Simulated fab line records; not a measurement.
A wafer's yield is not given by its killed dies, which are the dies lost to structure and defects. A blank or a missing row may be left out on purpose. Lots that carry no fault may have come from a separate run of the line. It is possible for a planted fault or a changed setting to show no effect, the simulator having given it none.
A lot that was struck, set against a sound lot | flow sky130 | 40 out of 708 route steps
Sound: the wafers L305.4, L305.5, L305.6. Wafers struck: L294.1, L294.3, L294.5. The cause is named last.
Each step with rows lists, per side, the tool, then ch with its chambers, then its first start. Under that, the readings that differ: sound wafers | struck wafers | difference of the means | sigmas: that difference in standard deviations of wafers without a fault.
alike: readings whose means differ by less than 2 such deviations, and words and numbers that are the same on both sides. not compared: withheld readings, readings that some wafer has no value for, bounds like >300 that may hide the same value, and numbers for which the record gives no deviation and whose values overlap.
A row with sigmas, a row that says differs or no value, or rows on one side alone: a step with any of these is where the two part. When numbers do not overlap yet have no deviation, they are printed without sigmas and do not part them. A reading missing from all wafers of one side parts the sides only when that side holds two or more wafers.

first, 10 steps without rows for these wafers: SKY_FIELD_ISO_STRIP_16 (strips in O2/N2); SKY_FIELD_ISO_ETCH_17 (etches Si in HBr/Cl2/O2, target depth 342 nm, time 97.7 s); SKY_FIELD_ISO_WET_ETCH_18 (etches Si3N4 in H3PO4, target depth 25 nm, time 286 s); SKY_FIELD_ISO_CLEAN_19 (cleans in SC1/SC2, time 150 s); SKY_FIELD_ISO_CLEAN_20 (cleans in dHF, time 20 s); SKY_FIELD_ISO_WET_ETCH_21 (etches SiO2 in dHF, target depth 20 nm, time 400 s); SKY_FIELD_ISO_OXIDATION_22 (stabilise 600 s, purge 300 s, target thk 10 nm); SKY_FIELD_ISO_CVD_24 (deposits SiO2, target thk 595 nm, time 99.2 s); SKY_FIELD_ISO_ANNEAL_26 (time 1800 s); SKY_FIELD_ISO_CMP_27 (polishes, stops on Si3N4, t overpolish 16 s, target thk 457.8 nm).
SKY_FIELD_ISO_WET_ETCH_28: etches SiO2 in dHF, target depth 23.7 nm, time 47 s.
  sound on wet_bench-01 ch 1, day 7 07:17; struck on wet_bench-03 ch 3, day 4 20:52
  no value came back on the struck wafers for bath_heat_duty_pct (%), run_length_s (s); on the sound wafers bath_heat_duty_pct (%) reads 6.1 5.2 6.2
  reading                                    | sound             | struck            | difference | sigmas
  model.SiO2_of_FIELD_ISO_CVD_24.thk_nm (nm) | 435.4 434.7 434.4 | 457.5 457.8 458.7 | +23.2      |
then, 25 steps without rows for these wafers: SKY_FIELD_ISO_WET_ETCH_29 (etches Si3N4 in H3PO4, target depth 160 nm, time 1825 s); SKY_FIELD_ISO_WET_ETCH_30 (etches SiO2 in dHF, target depth 25 nm, time 50 s); SKY_NWELL_CLEAN_00 (cleans in SC1/SC2, time 150 s); SKY_NWELL_OXIDATION_01 (stabilise 600 s, purge 300 s, target thk 10 nm); SKY_DNWELL_DEHYDRATE_00 (time 60 s); SKY_DNWELL_HMDS_01 (prime time 60 s); SKY_DNWELL_COAT_02 (resist thk 3000 nm); SKY_DNWELL_SOFTBAKE_03; SKY_DNWELL_EXPOSE_04 (exposes mask DNM, target cd 3000 nm); SKY_DNWELL_PEB_05; SKY_DNWELL_DEVELOP_06 (develop time 60 s); SKY_DNWELL_IMPLANT_07; SKY_DNWELL_STRIP_08 (strips in O2/N2); SKY_PWDE_DEHYDRATE_00 (time 60 s); SKY_PWDE_HMDS_01 (prime time 60 s); SKY_PWDE_COAT_02 (resist thk 3000 nm); SKY_PWDE_SOFTBAKE_03; SKY_PWDE_EXPOSE_04 (exposes mask PWDEM, target cd 840 nm); SKY_PWDE_PEB_05; SKY_PWDE_DEVELOP_06 (develop time 60 s); SKY_PWDE_IMPLANT_08; SKY_PWDE_STRIP_09 (strips in O2/N2); SKY_NWELL_DEHYDRATE_03 (time 60 s); SKY_NWELL_HMDS_04 (prime time 60 s); SKY_NWELL_COAT_05 (resist thk 3000 nm).
-- the record jumps here: 28 days lie between the struck wafers' starts before and after (it left off in module NWELL and takes up again in module SALICIDE, whose first step shown is number 361 of the route) --
SKY_SALICIDE_CLEAN_00: cleans in HF-last, time 30 s.
  sound on wet_bench-04 ch 2, day 35 10:38; struck on wet_bench-01 ch 1, day 32 16:47
  reading                                    | sound             | struck            | difference | sigmas
  model.SiO2_of_FIELD_ISO_CVD_24.thk_nm (nm) | 360.2 359.8 359.4 | 381.9 381.9 383.3 | +22.6      |
-- the record jumps here: 2 days lie between the struck wafers' starts before and after (it left off in module SALICIDE and takes up again in module LOCAL_INTERCONNECT, whose first step shown is number 400 of the route) --
SKY_LOCAL_INTERCONNECT_ETCH_13: etches BARC in N2/H2, stops on SiO2, time 45.9 s, target depth 60 nm.
  sound on rie_metal-02 ch 0,1, day 37 14:49; struck on rie_metal-02 ch 0, day 34 19:42
  reading                             | sound           | struck            | difference | sigmas
  model.LOCAL_INTERCONNECT.cd_nm (nm) | 168.5 169.6 166 | 172.2 171.3 170.7 | +3.4       |
  alike: bias_w, chamber_pressure_mTorr, drypump_motor_current_A, h2_flow_sccm, oes_product_au, throttle_valve_pct
  not compared: rf_hours_counter_h
SKY_LOCAL_INTERCONNECT_METAL_ETCH_14: etches TiN in Cl2/BCl3, stops on PSG, target depth 110 nm, time 31.4 s.
  sound on rie_metal-02 ch 0,1, day 37 14:53; struck on rie_metal-02 ch 0, day 34 19:50
  reading                             | sound           | struck            | difference | sigmas
  model.LOCAL_INTERCONNECT.cd_nm (nm) | 168.6 169.6 165 | 172.2 171.1 170.9 | +3.7       |
  alike: bcl3_flow_sccm, bias_w, chamber_pressure_mTorr, drypump_motor_current_A, oes_product_au, throttle_valve_pct
  not compared: rf_hours_counter_h
-- a jump in the record: the struck wafers' starts before and after are 14 days apart (it breaks off in module LOCAL_INTERCONNECT and resumes in module PAD_OPEN, where the first step shown is number 708 of the route) --
SKY_PAD_OPEN_PROBE_99:
  sound: prober-01 at day 50 20:31; struck: prober-01 at day 49 02:10
  reading                                 | sound                         | struck                        | difference | sigmas
  model.etest.res_p_drift_20v.line_ohm_um | 1.184e+04 1.201e+04 1.215e+04 | 1.298e+04 1.511e+04 1.566e+04 | +2.583e+03 |
  model.etest.res_p_drift_20v.rs_ohm_sq   | 9757 1.002e+04 9938           | 1.071e+04 1.256e+04 1.285e+04 | +2.135e+03 |
  model.etest.pfet_16v.r_on_ohm_um        | 1.488e+04 1.485e+04 1.481e+04 | 1.573e+04 1.723e+04 1.749e+04 | +1.970e+03 |
  model.etest.res_iso_pwell.rs_ohm_sq     | 3010 3047 3047                | 3610 4501 4598                | +1202      |
  model.etest.res_iso_pwell.line_ohm_um   | 1136 1168 1136                | 1358 1716 1757                | +464       |
  model.etest.res_nwell.line_ohm_um       | 1116 1106 1119                | 1200 1293 1281                | +144       |
  model.etest.res_nwell.rs_ohm_sq         | 918.1 936.1 932.5             | 1001 1084 1096                | +131       |
  model.etest.pfet_16v.drive_ua_um        | 251.6 252.8 254.5             | 241.7 216.7 213               | -29.2      |
  alike: killed_at_M0_to_M3, killed_at_M4_up, killed_at_contacts, killed_at_front_end, killed_at_other, killed_dies, killed_open, killed_short

== WHERE THEY PART ==
Only at SKY_FIELD_ISO_WET_ETCH_28, within this record. Later steps at which nothing parts them and some readings are alike: SKY_LOCAL_INTERCONNECT_ETCH_13, SKY_LOCAL_INTERCONNECT_METAL_ETCH_14, SKY_PAD_OPEN_PROBE_99.

WHY: the cause the simulator had injected
Entire step skipped (wet_bench-03, SKY_FIELD_ISO_WET_ETCH_28), from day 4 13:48 onward. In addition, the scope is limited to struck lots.
